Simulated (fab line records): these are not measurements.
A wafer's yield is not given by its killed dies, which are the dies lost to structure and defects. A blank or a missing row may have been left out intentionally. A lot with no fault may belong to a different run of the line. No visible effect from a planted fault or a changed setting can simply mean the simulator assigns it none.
Chamber matching | flow sfq-line | SFQ_TRILAYER_I4_VIA_BARC_OPEN_VIA_ETCH_146 on rie-diel-02: 4 sister chambers
The step etches BARC in O2, target depth 125 nm, time 41.7 s. 8 wafers are shown with their chamber, then 8 later ones without.

## EACH WAFER AND ITS CHAMBER
wafer  | chamber | drypump-motor-current-A (A) | oes-product-au (a.u.)
L432.6 | 2       | 5.6                         | 0.685
L434.4 | 3       | 6.1                         | 0.682
L436.2 | 0       | 6.2                         | 0.687
L436.5 | 2       | 5.6                         | 0.688
L437.1 | 0       | 6.3                         | 0.681
L437.4 | 1       | 5.8                         | 0.682
L437.5 | 3       | 6.2                         | 0.681
L441.2 | 1       | 5.8                         | 0.688

## WAFERS WITH NO CHAMBER GIVEN
wafer  | drypump-motor-current-A (A) | oes-product-au (a.u.)
L441.3 | 5.6                         | 0.688
L441.4 | 6.2                         | 0.689
L445.3 | 5.6                         | 0.683
L445.4 | 6.1                         | 0.686
L445.5 | 6.1                         | 0.677
L450.1 | 6.1                         | 0.691
L450.2 | 5.6                         | 0.689
L450.3 | 6.2                         | 0.684

## THE CHAMBER EACH PASSED THROUGH
wafer  | from the rows above     | in truth
L441.3 | 2                       | 2
L441.4 | can't be placed: 0 or 3 | 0
L445.3 | 2                       | 2
L445.4 | can't be placed: 3 or 0 | 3
L445.5 | can't be placed: 3 or 0 | 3
L450.1 | can't be placed: 3 or 0 | 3
L450.2 | 2                       | 2
L450.3 | can't be placed: 0 or 3 | 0
3 of 8 placed correctly. Unplaceable from these rows: 5, with the true chamber sitting among the candidates in 5. Placed wrongly: 0.
How it was worked out, from the rows above alone: a wafer's distance from a chamber is the root of the sum, over the readings, of the square of ((its reading less the chamber's mean) divided by the reading's scatter). The wafer belongs to the nearest chamber; if the next one is less than 2 further off, it can't be placed. Each chamber's mean is taken over the wafers shown for it. The scatter: the root of (the sum of the squares of (reading less its chamber's mean) over the shown wafers, divided by (wafers less chambers)).
